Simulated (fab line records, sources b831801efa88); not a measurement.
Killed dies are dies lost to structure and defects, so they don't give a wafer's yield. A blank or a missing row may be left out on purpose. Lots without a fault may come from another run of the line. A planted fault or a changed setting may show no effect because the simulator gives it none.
Chamber matching | flow gf180mcu | GF_MIM_CVD_05 on pecvd-04: 3 sister chambers
The step deposits Si3N4, target thk 42 nm, time 29.086 s. 6 wafers are shown with their chamber, then 9 later ones without.

WAFERS WITH THEIR CHAMBER
wafer  | chamber | heater_power_w (W)
L079.1 | 1       | 652
L081.2 | 0       | 559
L081.3 | 1       | 595
L084.1 | 0       | 542
L084.2 | 2       | 583
L084.5 | 2       | 559

WAFERS WITHOUT THEIR CHAMBER
wafer  | heater_power_w (W)
L085.2 | 681
L085.4 | 675
L085.6 | 558
L087.3 | 665
L087.4 | 540
L087.6 | 651
L094.1 | 549
L094.3 | 594
L094.6 | 560

WHICH CHAMBER EACH WENT THROUGH
wafer  | from the rows above          | in truth
L085.2 | 1                            | 1
L085.4 | 1                            | 1
L085.6 | can't be placed: 0 or 2      | 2
L087.3 | 1                            | 1
L087.4 | can't be placed: 0 or 2      | 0
L087.6 | 1                            | 1
L094.1 | can't be placed: 0 or 2      | 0
L094.3 | can't be placed: 2 or 1 or 0 | 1
L094.6 | can't be placed: 0 or 2      | 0
Placed correctly: 4 of 9. Can't be placed from these rows: 5 (the true chamber is among the candidates in 5). Placed wrongly: 0.
How it was worked out, from the rows above alone: a wafer's distance from a chamber is the root of the sum, over the readings, of the square of ((its reading less the chamber's mean) divided by the reading's scatter). The wafer belongs to the nearest chamber; if the next one is less than 2 further off, it can't be placed. A chamber's mean is the mean of its shown wafers. The scatter: the root of (the sum of the squares of (reading less its chamber's mean) over the shown wafers, divided by (wafers less chambers)).
